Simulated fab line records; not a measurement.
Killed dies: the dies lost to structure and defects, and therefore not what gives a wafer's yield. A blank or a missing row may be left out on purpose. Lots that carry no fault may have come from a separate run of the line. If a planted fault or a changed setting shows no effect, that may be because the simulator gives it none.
Struck lot and sound lot, side by side    flow sky130    15 out of 708 route steps
Sound: these wafers, L269.1, L269.2, L269.3. The struck wafers were L284.4, L284.5, L284.6. At the end, the cause is stated.
Per side, at each step with rows, come the tool, then ch with its chambers, and then its first start. Under that, the readings that differ: sound wafers    struck wafers    difference of the means    sigmas: that difference in standard deviations of wafers without a fault.
alike: a reading whose means differ by less than 2 such deviations, as well as words and numbers matching on both sides. not compared: withheld readings; readings where some wafer has no value; bounds like >300 that might hide an equal value; numbers whose values overlap and for which the record gives no deviation.
The two part at a step that has a row with sigmas, a row that says differs or no value, or rows on one side only. Non-overlapping numbers with no deviation appear without sigmas and do not part them. A reading that every wafer of one side lacks parts them only if that side has two wafers or more.

first, 8 steps without rows for these wafers: SKY_METAL2_DEHYDRATE_07 (time 60 s); SKY_METAL2_HMDS_08 (prime time 60 s); SKY_METAL2_COAT_09 (resist thk 60 nm); SKY_METAL2_COAT_10 (resist thk 450 nm); SKY_METAL2_SOFTBAKE_11 (time 90 s); SKY_METAL2_EXPOSE_12 (exposes mask MM2, target cd 140 nm); SKY_METAL2_PEB_13; SKY_METAL2_DEVELOP_14 (develop time 58.39 s).
SKY_METAL2_CD_MEAS_15 targets a cd of 140 nm.
  struck on cdSem-02, day 41 08:05; sound on cdSem-02, day 37 10:52
  alike: cdNm
SKY_METAL2_OVL_MEAS_16:
  struck on overlay-02, day 41 08:10; sound on overlay-02, day 37 10:59
  alike: METAL2_OVL
SKY_METAL2_DESCUM_17: chemistry O2, time 8 s.
  sound on rieMetal-03 ch 0,1, day 37 11:01; struck on rieMetal-02 ch 0,1, day 41 08:12
  alike: drypumpMotorCurrentA, oesProductAu, rfFwdPowerW, tempC
  not compared: rfHoursCounterH
SKY_METAL2_ETCH_18: etches BARC in N2/H2, stops on SiO2, time 45.9 s, target depth 60 nm.
  sound on rieMetal-03 ch 0,1, day 37 11:03; struck on rieMetal-02 ch 0,1, day 41 08:14
  alike: biasW, drypumpMotorCurrentA, oesProductAu, rfFwdPowerW, throttleValvePct
  not compared: rfHoursCounterH
SKY_METAL2_METAL_ETCH_19: etches the open film in Cl2/BCl3, stops on SiO2, target depth 360 nm, time 78 s.
  sound on rieMetal-03 ch 0,1, day 37 11:07; struck on rieMetal-02 ch 0,1, day 41 08:19
reading                                       sound              struck             difference  sigmas
biasW (W)                                     48.51 48.57 48.34  46.17 46.42 46.25  -2.19       -16
model.KrF-thick_of_METAL2_COAT_10.thkNm (nm)  154.7 157.6 157.1  160.9 158 161.2    +3.6        
  alike: drypumpMotorCurrentA, oesProductAu, rfFwdPowerW, throttleValvePct
  not compared: rfHoursCounterH
SKY_METAL2_STRIP_20: strips in O2/N2.
  sound on plasmaAsher-02 ch 0,1, day 37 11:13; struck on plasmaAsher-03 ch 0,1, day 41 08:25
  alike: drypumpMotorCurrentA, oesProductAu, stripTimeToEndpointS
  not compared: rfHoursCounterH
-- the record jumps here: 9 days lie between the struck wafers' starts before and after (it left off in module METAL2 and takes up again in module PAD_OPEN, whose first step shown is number 708 of the route) --
SKY_PAD_OPEN_PROBE_99:
  struck on prober-01, day 50 07:35; sound on prober-02, day 47 09:11
  alike: defectLimitedYield, killed_at_M0_to_M3, killed_at_M4_up, killedAtContacts, killedAtFrontEnd, killedAtOther, killedDies, killedOpen, killedShort, sort_bin_3_pad_short, sort_bin_5_function, sort_bin_6_memory, sortNPass, sortYieldPct

## WHERE THEY PART
SKY_METAL2_METAL_ETCH_19 only, going by this record. Later steps at which nothing parts them and some readings are alike: SKY_METAL2_STRIP_20, SKY_PAD_OPEN_PROBE_99.

WHY: what the simulator had put in
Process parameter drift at SKY_METAL2_METAL_ETCH_19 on rieMetal-02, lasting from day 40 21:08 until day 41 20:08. The setting biasW was moved by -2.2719, starting from 48.5. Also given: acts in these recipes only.
